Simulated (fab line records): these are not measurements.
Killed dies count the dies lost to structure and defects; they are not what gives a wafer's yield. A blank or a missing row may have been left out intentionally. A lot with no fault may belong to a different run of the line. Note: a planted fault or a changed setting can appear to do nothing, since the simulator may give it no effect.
Chamber matching ; flow sky130 ; SKY_VIA4_CMP_21 on cmp-01: 4 sister chambers
The step polishes, stops on SiO2, t overpolish 25 s, target thk 0 nm. 4 wafers are shown with their chamber, then 7 later ones without.

== WAFERS, EACH WITH ITS CHAMBER ==
wafer;chamber;motor-current-A (A)
L899.4;3;10.1
L900.5;1;11.5
L900.6;0;10.3
L901.5;2;10.0

== WAFERS WITHOUT THEIR CHAMBER ==
wafer;motor-current-A (A)
L901.6;11.5
L902.3;10.4
L902.4;10.0
L902.5;10.5
L903.1;10.5
L903.2;12.2
L903.6;10.1

== WHICH CHAMBER EACH ONE RAN IN ==
wafer;from the rows above;in truth
L901.6;1;1
L902.3;can't be placed: 0 or 3 or 2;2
L902.4;can't be placed: 2 or 3 or 0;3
L902.5;can't be placed: 0 or 3 or 2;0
L903.1;can't be placed: 0 or 3 or 2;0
L903.2;1;1
L903.6;can't be placed: 3 or 2 or 0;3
Placed correctly: 2 of 7. From these rows, 5 cannot be placed; in 5 the true chamber is one of the candidates. 0 placed wrongly.
How it was worked out, from the rows above alone: a wafer's distance from a chamber is the root of the sum, over the readings, of the square of ((its reading less the chamber's mean) divided by the reading's scatter). If the next closest chamber is less than 2 further off than the closest, the wafer can't be placed; otherwise it belongs to the closest. The mean given for a chamber averages the wafers shown for that chamber. The scatter: with one shown wafer a chamber, the root of the mean of the squares of how far each hidden wafer lies from its nearest shown one.
